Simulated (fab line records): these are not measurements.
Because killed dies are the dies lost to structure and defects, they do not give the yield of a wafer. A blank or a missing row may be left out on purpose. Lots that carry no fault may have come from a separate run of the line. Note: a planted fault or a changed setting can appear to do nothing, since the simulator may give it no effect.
What tool caused it? ; flow gf180mcu ; 14 lots (38 wafers sampled), 1 step of a 602-step route

WHAT EACH GAUGE READ, for each wafer
GF_V1_THK_MEAS_01. Usual: V1_CVD_00_THK gives 598 nm (standard deviation 7.5).
lot;measured;on;V1_CVD_00_THK (nm);flag
L865;day 17 02:45;film-metro-03;605 600 599;
L866;day 17 07:55;film-metro-02;603 592 598;
L867;day 17 22:19;film-metro-03;602 599 606;
L868;day 18 04:21;film-metro-02;601 606 599;
L869;day 18 10:23;film-metro-02;587 606 593;
L871;day 19 05:31;film-metro-02;581;
L872;day 19 17:16;film-metro-01;597;
L876;day 21 12:46;film-metro-03;594 596 595;
L877;day 21 18:13;film-metro-01;615 614 596;
L881;day 23 00:56;film-metro-03;595 586 601;
L882;day 23 13:59;film-metro-02;594 586 589;
L883;day 23 18:56;film-metro-02;607 606 600;
L887;day 24 21:00;film-metro-03;594 596 594;
L888;day 25 08:53;film-metro-01;598 618 610;

WHICH TOOL RAN EACH LOT (tool, then ch and the chambers of the sampled wafers, then the start)
There is no process step in the record ahead of these readings.

AS READ BY THE TOOLS THEMSELVES (means over the sampled wafers that have a number; for cases with no such wafer, the mark the record gives instead)
The record holds no such reading with a usual standard deviation.

THE ANSWER, worked out from the rows above alone
Rule: take the mean of a lot's wafers that have a number; if it is more than 3 standard deviations from the usual mean, the lot is off. A lot without any number at a reading at which 4 lots or more have one is off too. Where the step has rows for the other lots, those lots are counted as sound. The gauges are gone through in route order, then the tools' own readings, and for those a lot's mean is taken as printed above. The first step at which some lot is off is used, and at that step the reading that is off furthest; a lot without a number counts as furthest.
None of the lots is off at any reading shown; this tells nothing.

WHAT THE SIMULATOR HAD INSERTED
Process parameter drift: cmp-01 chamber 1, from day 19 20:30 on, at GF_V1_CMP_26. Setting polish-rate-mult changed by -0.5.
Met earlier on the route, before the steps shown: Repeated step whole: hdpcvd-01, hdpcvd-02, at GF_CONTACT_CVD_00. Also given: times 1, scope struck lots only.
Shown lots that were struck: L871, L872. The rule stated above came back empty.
